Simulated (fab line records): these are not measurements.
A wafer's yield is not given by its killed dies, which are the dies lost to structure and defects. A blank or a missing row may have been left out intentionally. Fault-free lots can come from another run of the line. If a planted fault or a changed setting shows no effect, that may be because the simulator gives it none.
Matching of chambers :: flow gf180mcu :: GF_V2_CVD_02 on pecvd-04: 3 sister chambers
The step deposits SiO2 from TEOS, target thk 850 nm, time 94.851 s. 14 wafers are shown with their chamber, then 7 later ones without.

## WAFERS WITH THEIR CHAMBER
wafer: L074.3
chamber: 2
heaterPowerW (W): 647

wafer: L074.4
chamber: 0
heaterPowerW (W): 534

wafer: L074.6
chamber: 0
heaterPowerW (W): 594

wafer: L076.1
chamber: 0
heaterPowerW (W): 671

wafer: L076.2
chamber: 2
heaterPowerW (W): 624

wafer: L076.3
chamber: 1
heaterPowerW (W): 538

wafer: L076.4
chamber: 2
heaterPowerW (W): 679

wafer: L076.5
chamber: 0
heaterPowerW (W): 539

wafer: L076.6
chamber: 1
heaterPowerW (W): 611

wafer: L090.1
chamber: 1
heaterPowerW (W): 607

wafer: L090.2
chamber: 2
heaterPowerW (W): 658

wafer: L090.3
chamber: 0
heaterPowerW (W): 677

wafer: L090.4
chamber: 0
heaterPowerW (W): 531

wafer: L090.5
chamber: 1
heaterPowerW (W): 645

SIGNATURES, as means of the wafers listed above
reading: heaterPowerW
chamber 0: 591.00
chamber 1: 600.25
chamber 2: 652.00
scatter within a chamber: 53.1
Rule: a wafer's distance from a chamber is the root of the sum, over the readings, of the square of ((its reading less the chamber's mean) divided by the reading's scatter). The wafer belongs to the nearest chamber; if the next one is less than 2 further off, it can't be placed. The scatter: the root of (the sum of the squares of (reading less its chamber's mean) over the shown wafers, divided by (wafers less chambers)).

## WAFERS WHOSE CHAMBER IS MISSING
wafer: L090.6
heaterPowerW (W): 699

wafer: L096.1
heaterPowerW (W): 676

wafer: L096.2
heaterPowerW (W): 608

wafer: L096.3
heaterPowerW (W): 530

wafer: L096.4
heaterPowerW (W): 664

wafer: L096.5
heaterPowerW (W): 525

wafer: L096.6
heaterPowerW (W): 600

## THE CHAMBER EACH PASSED THROUGH
wafer: L090.6
from the rows above: can't be placed: 2 or 1 or 0
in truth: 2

wafer: L096.1
from the rows above: can't be placed: 2 or 1 or 0
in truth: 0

wafer: L096.2
from the rows above: can't be placed: 1 or 0 or 2
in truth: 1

wafer: L096.3
from the rows above: can't be placed: 0 or 1 or 2
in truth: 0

wafer: L096.4
from the rows above: can't be placed: 2 or 1 or 0
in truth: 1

wafer: L096.5
from the rows above: can't be placed: 0 or 1 or 2
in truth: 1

wafer: L096.6
from the rows above: can't be placed: 1 or 0 or 2
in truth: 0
Placed correctly: 0 of 7. These rows do not allow placing 7 (true chamber among the candidates in 7). 0 placed wrongly.
